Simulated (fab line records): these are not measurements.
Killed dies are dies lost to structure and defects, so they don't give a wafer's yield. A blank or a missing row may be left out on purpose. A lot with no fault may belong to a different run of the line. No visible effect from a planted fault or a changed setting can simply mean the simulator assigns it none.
Chamber matching | flow sky130 | SKY_VIA1_HDPCVD_00 on hdpcvd-01: 3 sister chambers
The step deposits SiO2, target thk 1030 nm, time 171.7 s. 15 wafers are shown with their chamber, then 7 later ones without.

## WAFERS WITH THEIR CHAMBER
wafer  | chamber | sih4_flow_sccm (sccm)
L433.1 | 0       | 59.96
L433.3 | 2       | 60.12
L433.6 | 0       | 60.01
L435.1 | 0       | 59.77
L435.4 | 0       | 60.01
L435.5 | 1       | 59.90
L437.1 | 0       | 59.87
L437.5 | 1       | 60.31
L437.6 | 2       | 60.04
L439.1 | 1       | 59.97
L439.5 | 0       | 59.89
L441.2 | 0       | 59.95
L441.4 | 0       | 59.90
L448.1 | 0       | 60.11
L448.3 | 2       | 59.87

SIGNATURES (averages over the wafers above)
reading        | chamber 0 | chamber 1 | chamber 2 | scatter within a chamber
sih4_flow_sccm | 59.9411   | 60.0600   | 60.0100   | 0.131
Rule: for a wafer and a chamber, the distance is found by dividing, reading by reading, the gap between the wafer's reading and the chamber's mean by the reading's scatter, squaring, summing and taking the root. If the next closest chamber is less than 2 further off than the closest, the wafer can't be placed; otherwise it belongs to the closest. The scatter: the root of (the sum of the squares of (reading less its chamber's mean) over the shown wafers, divided by (wafers less chambers)).

## WAFERS MISSING THEIR CHAMBER
wafer  | sih4_flow_sccm (sccm)
L448.5 | 60.10
L449.4 | 60.02
L449.5 | 60.22
L449.6 | 59.89
L451.1 | 60.12
L451.3 | 60.12
L451.5 | 59.95

## WHICH CHAMBER EACH WENT THROUGH
wafer  | from the rows above          | in truth
L448.5 | can't be placed: 1 or 2 or 0 | 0
L449.4 | can't be placed: 2 or 1 or 0 | 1
L449.5 | can't be placed: 1 or 2 or 0 | 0
L449.6 | can't be placed: 0 or 2 or 1 | 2
L451.1 | can't be placed: 1 or 2 or 0 | 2
L451.3 | can't be placed: 1 or 2 or 0 | 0
L451.5 | can't be placed: 0 or 2 or 1 | 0
Placed correctly: 0 of 7. Can't be placed from these rows: 7 (the true chamber is among the candidates in 7). Placed wrongly: 0.
